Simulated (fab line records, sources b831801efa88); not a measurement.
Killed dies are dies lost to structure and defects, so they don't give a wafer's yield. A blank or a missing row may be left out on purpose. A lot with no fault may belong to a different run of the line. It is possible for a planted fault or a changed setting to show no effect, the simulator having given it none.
Chamber matching / flow sky130 / 4 sister chambers for SKY_VIA4_CMP_02 on cmp-02
The step polishes SiO2. 14 wafers are shown with their chamber, then 7 later ones without.

== WAFERS WITH THEIR CHAMBER ==
wafer=L498.1; chamber=0; motor-current-A (A)=12.0
wafer=L498.2; chamber=1; motor-current-A (A)=11.4
wafer=L498.5; chamber=2; motor-current-A (A)=13.0
wafer=L497.1; chamber=3; motor-current-A (A)=11.9
wafer=L497.4; chamber=0; motor-current-A (A)=11.7
wafer=L497.6; chamber=3; motor-current-A (A)=11.5
wafer=L500.1; chamber=0; motor-current-A (A)=11.9
wafer=L500.3; chamber=1; motor-current-A (A)=11.8
wafer=L500.4; chamber=2; motor-current-A (A)=12.6
wafer=L502.1; chamber=3; motor-current-A (A)=11.6
wafer=L502.4; chamber=1; motor-current-A (A)=11.6
wafer=L502.6; chamber=3; motor-current-A (A)=11.5
wafer=L506.4; chamber=3; motor-current-A (A)=12.2
wafer=L506.5; chamber=1; motor-current-A (A)=11.5

SIGNATURES, as means of the wafers listed above
reading=motor-current-A; chamber 0=11.867; chamber 1=11.575; chamber 2=12.800; chamber 3=11.740; scatter within a chamber=0.242
Rule: for a wafer and a chamber, the distance is found by dividing, reading by reading, the gap between the wafer's reading and the chamber's mean by the reading's scatter, squaring, summing and taking the root. If the next closest chamber is less than 2 further off than the closest, the wafer can't be placed; otherwise it belongs to the closest. The scatter: the root of (the sum of the squares of (reading less its chamber's mean) over the shown wafers, divided by (wafers less chambers)).

== WAFERS WITHOUT THEIR CHAMBER ==
wafer=L506.6; motor-current-A (A)=13.2
wafer=L508.1; motor-current-A (A)=12.3
wafer=L508.5; motor-current-A (A)=12.3
wafer=L508.6; motor-current-A (A)=11.5
wafer=L509.2; motor-current-A (A)=12.5
wafer=L509.3; motor-current-A (A)=11.3
wafer=L509.4; motor-current-A (A)=12.0

== WHICH CHAMBER EACH ONE RAN IN ==
wafer=L506.6; from the rows above=2; in truth=2
wafer=L508.1; from the rows above=can't be placed: 0 or 2 or 3 or 1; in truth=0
wafer=L508.5; from the rows above=can't be placed: 0 or 2 or 3 or 1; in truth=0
wafer=L508.6; from the rows above=can't be placed: 1 or 3 or 0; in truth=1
wafer=L509.2; from the rows above=can't be placed: 2 or 0 or 3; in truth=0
wafer=L509.3; from the rows above=can't be placed: 1 or 3 or 0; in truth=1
wafer=L509.4; from the rows above=can't be placed: 0 or 3 or 1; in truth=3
Correct placement for 1 of the 7. Unplaceable from these rows: 6, with the true chamber sitting among the candidates in 6. Placed wrongly: 0.
